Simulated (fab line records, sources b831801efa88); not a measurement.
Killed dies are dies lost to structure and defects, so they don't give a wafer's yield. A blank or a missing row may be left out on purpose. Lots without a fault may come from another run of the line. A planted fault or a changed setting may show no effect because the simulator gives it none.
Which tool did it? | flow gf180mcu | 6 lots, 18 wafers sampled, at 5 steps of a route of 602

WHAT THE GAUGES READ, wafer by wafer
GF_MIM_THK_MEAS_06.
lot  | measured     | on            | MIM_CVD_05_THK (nm)
L464 | day 25 05:19 | film_metro-04 | 42.2 43.2 42.9
L467 | day 26 07:18 | film_metro-03 | 41.4 41.5 42.6
L469 | day 26 18:17 | film_metro-01 | 41.3 41.0 41.4
L476 | day 29 08:13 | film_metro-04 | 42.2 42.0 43.1
L482 | day 30 16:55 | film_metro-01 | 37.6 37.6 38.0
L484 | day 31 08:30 | film_metro-03 | 37.6 37.3 37.7

WHICH TOOL RAN EACH LOT (tool, then ch and the chambers of the sampled wafers, then the start)
lot  | GF_V4_SPUTTER_22             | GF_V4_CVD_23                  | GF_MIM_SPUTTER_01            | GF_MIM_CVD_05
L464 | pvd_sputter-01, day 25 04:25 | cvd_w-01 ch 0,1, day 25 04:30 | pvd_sputter-04, day 25 05:09 | pecvd-04 ch 0,1,2, day 25 05:16
L467 | pvd_sputter-04, day 26 06:24 | cvd_w-01 ch 0, day 26 06:26   | pvd_sputter-03, day 26 07:08 | pecvd-02 ch 0,2, day 26 07:15
L469 | pvd_sputter-02, day 26 17:23 | cvd_w-01 ch 0,1, day 26 17:26 | pvd_sputter-03, day 26 18:07 | pecvd-02 ch 1,2, day 26 18:14
L476 | pvd_sputter-04, day 29 07:19 | cvd_w-01 ch 0,1, day 29 07:21 | pvd_sputter-03, day 29 08:02 | pecvd-01 ch 0,1,2, day 29 08:10
L482 | pvd_sputter-02, day 30 15:42 | cvd_w-01 ch 0,1, day 30 15:44 | pvd_sputter-02, day 30 16:46 | pecvd-02 ch 1,2, day 30 16:53
L484 | pvd_sputter-02, day 31 07:37 | cvd_w-02 ch 0,1, day 31 07:39 | pvd_sputter-04, day 31 08:21 | pecvd-02 ch 0,1, day 31 08:28
- GF_V4_SPUTTER_22: material TiN, target thk 10 nm, time 40 s.
- GF_V4_CVD_23: deposits W, target thk 350 nm, time 104.9 s.
- GF_MIM_SPUTTER_01: material TiN, target thk 30 nm, time 25 s.
- GF_MIM_CVD_05: deposits Si3N4, target thk 42 nm, time 29.086 s.

THE ANSWER, worked out from the rows above alone
Rule: what is usual is taken from the lots themselves. Put in order of their means at a reading, lots are off if they are a third of the lots or fewer, leave a main group of 4 or more, and stand apart from it by a gap of 3 or more times the standard deviation of the main group's means; of several such gaps the widest counts. A main group whose means are all the same, to the digits that the tables above print for the reading, isn't used. A lot without any number at a reading at which 4 lots or more have one is off too. The other lots that the step has rows for count as sound.
Off: L482, L484, at GF_MIM_THK_MEAS_06 (MIM_CVD_05_THK). The main group: mean 42.1 nm, standard deviation 0.59.
A tool fits if, at a process step before that reading, it ran every lot that is off, and no sound lot after the first of them. The gauges at GF_MIM_THK_MEAS_06 are tried like those tools. Can't be told from this: 2 tools fit, pvd_sputter-02 at GF_V4_SPUTTER_22, pecvd-02 at GF_MIM_CVD_05.

WHAT THE SIMULATOR HAD PUT IN
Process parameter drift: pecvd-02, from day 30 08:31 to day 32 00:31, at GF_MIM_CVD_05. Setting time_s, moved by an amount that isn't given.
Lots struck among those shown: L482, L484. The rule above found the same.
